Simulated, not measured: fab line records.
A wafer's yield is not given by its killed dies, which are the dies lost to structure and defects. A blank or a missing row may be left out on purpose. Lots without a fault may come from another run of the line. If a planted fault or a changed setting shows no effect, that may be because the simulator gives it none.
Chamber matching || flow sky130 || 3 sister chambers for SKY_PASSIVATION_CVD_02 on pecvd-04
The step deposits Si3N4, target thk 540 nm. 16 wafers are shown with their chamber, then 8 later ones without.

## EACH WAFER AND ITS CHAMBER
{"wafer": "L074.1", "chamber": 0, "heater power w (W)": 661}
{"wafer": "L074.3", "chamber": 1, "heater power w (W)": 572}
{"wafer": "L074.5", "chamber": 2, "heater power w (W)": 710}
{"wafer": "L077.2", "chamber": 1, "heater power w (W)": 606}
{"wafer": "L077.3", "chamber": 2, "heater power w (W)": 677}
{"wafer": "L077.5", "chamber": 1, "heater power w (W)": 625}
{"wafer": "L079.1", "chamber": 0, "heater power w (W)": 686}
{"wafer": "L079.2", "chamber": 1, "heater power w (W)": 637}
{"wafer": "L079.4", "chamber": 2, "heater power w (W)": 647}
{"wafer": "L081.1", "chamber": 2, "heater power w (W)": 675}
{"wafer": "L081.3", "chamber": 1, "heater power w (W)": 600}
{"wafer": "L081.5", "chamber": 2, "heater power w (W)": 704}
{"wafer": "L083.2", "chamber": 0, "heater power w (W)": 628}
{"wafer": "L083.4", "chamber": 2, "heater power w (W)": 719}
{"wafer": "L083.6", "chamber": 0, "heater power w (W)": 658}
{"wafer": "L086.2", "chamber": 0, "heater power w (W)": 678}

SIGNATURES (averages over the wafers above)
{"reading": "heater power w", "chamber 0": 662.20, "chamber 1": 608.00, "chamber 2": 688.67, "scatter within a chamber": 25.1}
Rule: a wafer lies at a distance from a chamber equal to the root of the sum of squares, over the readings, of (its reading less the chamber's mean, divided by the reading's scatter). The wafer belongs to the nearest chamber; if the next one is less than 2 further off, it can't be placed. How the scatter is found: for the shown wafers, subtract from each reading the mean of its chamber, square and add these, divide the total by (wafers less chambers), then take the root.

## WAFERS MISSING THEIR CHAMBER
{"wafer": "L086.4", "heater power w (W)": 588}
{"wafer": "L086.5", "heater power w (W)": 704}
{"wafer": "L092.3", "heater power w (W)": 681}
{"wafer": "L092.4", "heater power w (W)": 645}
{"wafer": "L092.5", "heater power w (W)": 658}
{"wafer": "L094.1", "heater power w (W)": 605}
{"wafer": "L094.3", "heater power w (W)": 696}
{"wafer": "L094.5", "heater power w (W)": 654}

## EACH ONE'S CHAMBER
{"wafer": "L086.4", "from the rows above": 1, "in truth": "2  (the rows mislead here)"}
{"wafer": "L086.5", "from the rows above": "can't be placed: 2 or 0", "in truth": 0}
{"wafer": "L092.3", "from the rows above": "can't be placed: 2 or 0", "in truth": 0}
{"wafer": "L092.4", "from the rows above": "can't be placed: 0 or 1 or 2", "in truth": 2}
{"wafer": "L092.5", "from the rows above": "can't be placed: 0 or 2 or 1", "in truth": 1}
{"wafer": "L094.1", "from the rows above": 1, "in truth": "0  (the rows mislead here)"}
{"wafer": "L094.3", "from the rows above": "can't be placed: 2 or 0", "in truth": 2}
{"wafer": "L094.5", "from the rows above": "can't be placed: 0 or 2 or 1", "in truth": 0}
0 of 8 placed correctly. Unplaceable from these rows: 6, with the true chamber sitting among the candidates in 6. 2 placed wrongly.
